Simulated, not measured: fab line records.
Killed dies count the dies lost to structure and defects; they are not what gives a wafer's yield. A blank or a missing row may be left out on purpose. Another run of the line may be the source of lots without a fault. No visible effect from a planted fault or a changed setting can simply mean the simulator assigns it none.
Chamber matching ; flow sky130 ; SKY_VIA4_CMP_02 on cmp-01: 4 sister chambers
The step polishes SiO2. 4 wafers are shown with their chamber, then 7 later ones without.

## WAFERS, EACH WITH ITS CHAMBER
wafer;chamber;motorCurrentA (A)
L745.6;0;11.0
L749.5;2;11.5
L752.1;3;14.4
L752.2;1;12.6

## WAFERS WITHOUT THEIR CHAMBER
wafer;motorCurrentA (A)
L752.3;11.6
L762.1;14.0
L762.2;12.5
L762.3;10.5
L763.2;14.8
L763.3;10.3
L763.6;14.8

## WHICH CHAMBER EACH WENT THROUGH
wafer;from the rows above;in truth
L752.3;can't be placed: 2 or 0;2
L762.1;3;3
L762.2;1;1
L762.3;can't be placed: 0 or 2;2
L763.2;3;3
L763.3;can't be placed: 0 or 2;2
L763.6;3;3
Placed correctly: 4 of 7. Unplaceable from these rows: 3, with the true chamber sitting among the candidates in 3. Wrongly placed: 0.
How it was worked out, from the rows above alone: a wafer's distance from a chamber is the root of the sum, over the readings, of the square of ((its reading less the chamber's mean) divided by the reading's scatter). If the next closest chamber is less than 2 further off than the closest, the wafer can't be placed; otherwise it belongs to the closest. A chamber's mean is the mean of its shown wafers. The scatter (one wafer shown for each chamber): square how far every hidden wafer sits from the nearest shown wafer, average those squares and take the square root.
